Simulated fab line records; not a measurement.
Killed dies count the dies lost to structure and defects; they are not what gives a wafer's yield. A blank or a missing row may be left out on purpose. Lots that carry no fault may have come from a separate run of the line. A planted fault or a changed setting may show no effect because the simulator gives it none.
Tool commonality check    flow gf180mcu    12 lots, 42 wafers sampled

== REASON IT WAS OPENED ==
Of 12 lots, 2 have the reading HV_LDD_CVD_56_THK flagged at GF_HV_LDD_THK_MEAS_57. Fault-free wafers read 89.9 nm, with a standard deviation of 1.
Rule: a lot gets a flag if all its wafers with a number sit over 4 standard deviations from that mean, or if no wafer of it has a number. All remaining lots are regarded as sound.

lot   measured      on            HV_LDD_CVD_56_THK (nm), wafer by wafer  flag
L661  day 14 01:58  filmMetro-04  90.1 90.4 90.6                          
L662  day 14 13:38  filmMetro-01  91.1 90.4 90.3                          
L663  day 14 21:00  filmMetro-04  88.7 88.9 89.9                          
L664  day 15 05:21  filmMetro-02  90.9 90.4 90.7                          
L665  day 15 12:12  filmMetro-02  93.1 93.0 93.0                          
L666  day 15 20:17  filmMetro-04  89.8 89.6 90.5                          
L668  day 16 08:31  filmMetro-01  89.1 89.5 89.6                          
L672  day 17 19:06  filmMetro-04  90.3 88.8 90.4                          
L673  day 18 05:43  filmMetro-04  90.5 90.4 90.5                          
L675  day 19 05:59  filmMetro-04  116.8 117.7 117.1 116.9 117.7 117.1     FLAGGED
L676  day 19 11:04  filmMetro-04  116.2 115.7 116.0 116.2 115.6 116.0     FLAGGED
L678  day 20 10:09  filmMetro-04  89.9 89.8 89.2                          
On average the flagged lots' numbers are 116.6 nm, which is +26.7 nm against the usual, or +27 standard deviations.

== TOOL THAT RAN EACH LOT ==
The record holds 1 process step before the reading, out of a route of 602 steps. Each cell gives the tool, then ch followed by the chambers the sampled wafers passed through, then the start.
lot   flag     GF_HV_LDD_CVD_56
L661           lpcvd-02 ch 0, day 14 00:32
L662           lpcvd-01 ch 1, day 14 12:11
L663           lpcvd-01 ch 0, day 14 19:34
L664           lpcvd-01 ch 0, day 15 03:55
L665           lpcvd-01 ch 0, day 15 10:45
L666           lpcvd-02 ch 1, day 15 18:51
L668           lpcvd-02 ch 1, day 16 07:05
L672           lpcvd-02 ch 1, day 17 17:39
L673           lpcvd-02 ch 0, day 18 04:17
L675  FLAGGED  lpcvd-01 ch 1, day 19 02:46
L676  FLAGGED  lpcvd-01 ch 0, day 19 07:51
L678           lpcvd-02 ch 1, day 20 08:43
These steps, and what they do:
- GF_HV_LDD_CVD_56: deposits Si3N4 from DCS/NH3, target thk 90 nm, time 1543 s.
- GF_HV_LDD_THK_MEAS_57

== FLAGGED AGAINST TOTAL, ONE TOOL AT A TIME (gauges that did the reading follow at the end) ==
step                   tool          lots run  flagged  share of the flagged lots  sound lots run after its first flagged lot
GF_HV_LDD_CVD_56       lpcvd-01      6         2        all                        0
GF_HV_LDD_CVD_56       lpcvd-02      6         0        none                       -
GF_HV_LDD_THK_MEAS_57  filmMetro-01  2         0        none                       -
GF_HV_LDD_THK_MEAS_57  filmMetro-02  2         0        none                       -
GF_HV_LDD_THK_MEAS_57  filmMetro-04  8         2        all                        1 (L678)

== WHAT THE TABLE ALLOWS ==
Rows of the table that ran all the flagged lots, 2 in number: lpcvd-01 at GF_HV_LDD_CVD_56; filmMetro-04 at GF_HV_LDD_THK_MEAS_57.
- lpcvd-01 at GF_HV_LDD_CVD_56: 2 of its 6 lots flagged. A fault beginning between L665 (day 15 10:45), its last sound lot, and L675 (day 19 02:46), its first flagged one, fits the data.
- filmMetro-04 at GF_HV_LDD_THK_MEAS_57: 2 of its 8 lots flagged. Sound lots ran on it after the first flagged one (L678), which a lasting fault on the whole tool wouldn't allow.
lpcvd-01 at GF_HV_LDD_CVD_56 is the single tool remaining.

== WHAT HAD BEEN PUT IN BY THE SIMULATOR ==
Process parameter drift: lpcvd-01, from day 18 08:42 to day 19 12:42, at GF_HV_LDD_CVD_56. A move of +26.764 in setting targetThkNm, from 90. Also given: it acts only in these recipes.
Shown lots that were struck: L675, L676. The rule above found the same.
